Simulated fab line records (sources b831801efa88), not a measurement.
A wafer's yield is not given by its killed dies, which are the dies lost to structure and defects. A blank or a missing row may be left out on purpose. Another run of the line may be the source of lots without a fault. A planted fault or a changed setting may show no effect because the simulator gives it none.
A struck lot beside a sound one	flow gf180mcu	14 steps out of a route of 602
Sound: these wafers, L259.1, L259.2, L259.3. Wafers L269.2, L269.3, L269.4 were the ones struck. The cause is given at the end.
Per side, at each step with rows, come the tool, then ch with its chambers, and then its first start. Under that, the readings that differ: sound wafers	struck wafers	difference of the means	sigmas: that difference in standard deviations of wafers without a fault.
alike: a reading whose means differ by less than 2 such deviations, as well as words and numbers matching on both sides. not compared: withheld readings; readings where some wafer has no value; bounds like >300 that might hide an equal value; numbers whose values overlap and for which the record gives no deviation.
A row with sigmas, a row that says differs or no value, or rows on one side alone: a step with any of these is where the two part. Non-overlapping numbers with no deviation appear without sigmas and do not part them. Lack of a reading on every wafer of one side parts them only where that side has two or more wafers.

GF_M2_SPUTTER_01: material TiN, target thk 30 nm, time 25 s.
  struck on pvdSputter-04, day 24 13:39; sound on pvdSputter-01, day 21 08:21
  alike: chamberPressurePa, throttleValvePct
GF_M2_SPUTTER_02: material AlCu, target thk 450 nm, time 23.9 s.
  struck on pvdSputter-04, day 24 13:41; sound on pvdSputter-01, day 21 08:23
  alike: chamberPressurePa, throttleValvePct
GF_M2_SPUTTER_03: material Ti, target thk 10 nm, time 6.7 s.
  struck on pvdSputter-04, day 24 13:43; sound on pvdSputter-01, day 21 08:25
  alike: chamberPressurePa, throttleValvePct
GF_M2_SPUTTER_04: material TiN, target thk 50 nm, time 41.7 s.
  struck on pvdSputter-04, day 24 13:44; sound on pvdSputter-01, day 21 08:26
  alike: chamberPressurePa, throttleValvePct
GF_M2_RS_MEAS_05: the measuring method here is four-point-probe.
  struck on filmMetro-03, day 24 13:47; sound on filmMetro-03, day 21 08:28
  alike: M2_ALCU_RS
GF_M2_THK_MEAS_06: measures by xrf.
  struck on filmMetro-03, day 24 13:54; sound on filmMetro-03, day 21 08:35
  alike: M2_ALCU_THK
then, 6 steps without rows for these wafers: GF_M2_DEHYDRATE_07 (time 60 s); GF_M2_HMDS_08 (prime time 60 s); GF_M2_COAT_09 (resist thk 1000 nm); GF_M2_SOFTBAKE_10 (time 60 s); GF_M2_EXPOSE_11 (exposes mask Metal2, target cd 280 nm); GF_M2_PEB_12 (peb time 90 s).
GF_M2_DEVELOP_13: develop time 60 s.
  struck on lithoTrack-02, day 25 10:37; sound on lithoTrack-03 ch 0, day 22 08:07
  no value came back on the struck wafers for chillPlateTempC (C), developTimeS (s); on the sound wafers chillPlateTempC (C) reads 22.98 22.99 22.96
reading	sound	struck	difference	sigmas
model.KrF_of_M2_COAT_09.thkNm (nm)	991 987.6 985.6	1001 998.9 998.3	+11	
GF_M2_CD_MEAS_14 targets a cd of 280 nm.
  struck on cdSem-01, day 25 10:46; sound on cdSem-01, day 22 08:16
reading	sound	struck	difference	sigmas
cdNm (nm)	281.7 281.3 282.5	- - -	no value on the struck wafers	

## WHERE THEY PART
Last at GF_M2_CD_MEAS_14 as far as this record goes, first at GF_M2_DEVELOP_13.

WHY: what had been put in by the simulator
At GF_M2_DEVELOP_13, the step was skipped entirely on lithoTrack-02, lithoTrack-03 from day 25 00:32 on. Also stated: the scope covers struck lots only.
